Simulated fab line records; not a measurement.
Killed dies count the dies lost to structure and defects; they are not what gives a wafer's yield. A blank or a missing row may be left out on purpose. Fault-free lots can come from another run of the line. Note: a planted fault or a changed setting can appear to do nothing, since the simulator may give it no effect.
Which tool is to blame?    flow gf180mcu    6 lots, 18 wafers sampled, at 3 steps of a route of 602

## WHAT THE GAUGES READ, wafer by wafer
GF_HV_LDD_TW_MEAS_23.
lot   measured      on             HV_LDD_2_TW
L966  day 12 01:56  film-metro-02  1057 1057 1053
L969  day 13 05:28  film-metro-01  1047 1044 1046
L974  day 14 15:46  film-metro-02  1053 1052 1061
L977  day 15 10:19  film-metro-02  30 30 30 30 30 30
L979  day 16 04:32  film-metro-03  30 30 30 30 30 30
L985  day 18 01:22  film-metro-02  1055 1056 1056

## WHAT TOOL EACH LOT RAN ON (gives the tool, then ch and the chambers of the sampled wafers, and finally the start)
lot   GF_HV_LDD_STRIP_10                    GF_HV_LDD_STRIP_22
L966  plasma-asher-01 ch 0,1, day 11 06:47  plasma-asher-03 ch 0,1, day 12 01:51
L969  plasma-asher-02 ch 0,1, day 12 09:04  plasma-asher-01 ch 0,1, day 13 05:21
L974  plasma-asher-03 ch 1, day 13 18:31    plasma-asher-03 ch 0,1, day 14 15:40
L977  plasma-asher-03 ch 0,1, day 14 12:56  plasma-asher-03 ch 0,1, day 15 10:14
L979  plasma-asher-01 ch 0, day 15 06:09    plasma-asher-01 ch 0,1, day 16 04:25
L985  plasma-asher-03 ch 0,1, day 17 01:07  plasma-asher-03 ch 0,1, day 18 01:16
- GF_HV_LDD_STRIP_10: strips in O2/N2.
- GF_HV_LDD_STRIP_22: strips in O2/N2.

## THE ANSWER, worked out from the rows above alone
Rule: the usual values come from the lots themselves. The widest of any qualifying gaps counts: lots, ordered by their means at a reading, are off when they make up no more than a third of the lots, leave a main group of 4 or more, and stand apart from it by 3 or more times the standard deviation of that group's means. If all means in a main group match to the digits the tables above print for the reading, that group is not used. A lot without any number at a reading at which 4 lots or more have one is off too. Any other lot the step has rows for is counted as sound.
Off: L977, L979, seen at GF_HV_LDD_TW_MEAS_23 (HV_LDD_2_TW). For the main group the mean is 1053 and the standard deviation 4.3.
If a tool, at a process step before that reading, ran all the lots that are off and no sound lot after the first of them, it fits. Gauges at GF_HV_LDD_TW_MEAS_23: tried the same way as those tools. Of those tried, none fits.

## WHAT WAS PUT IN BY THE SIMULATOR
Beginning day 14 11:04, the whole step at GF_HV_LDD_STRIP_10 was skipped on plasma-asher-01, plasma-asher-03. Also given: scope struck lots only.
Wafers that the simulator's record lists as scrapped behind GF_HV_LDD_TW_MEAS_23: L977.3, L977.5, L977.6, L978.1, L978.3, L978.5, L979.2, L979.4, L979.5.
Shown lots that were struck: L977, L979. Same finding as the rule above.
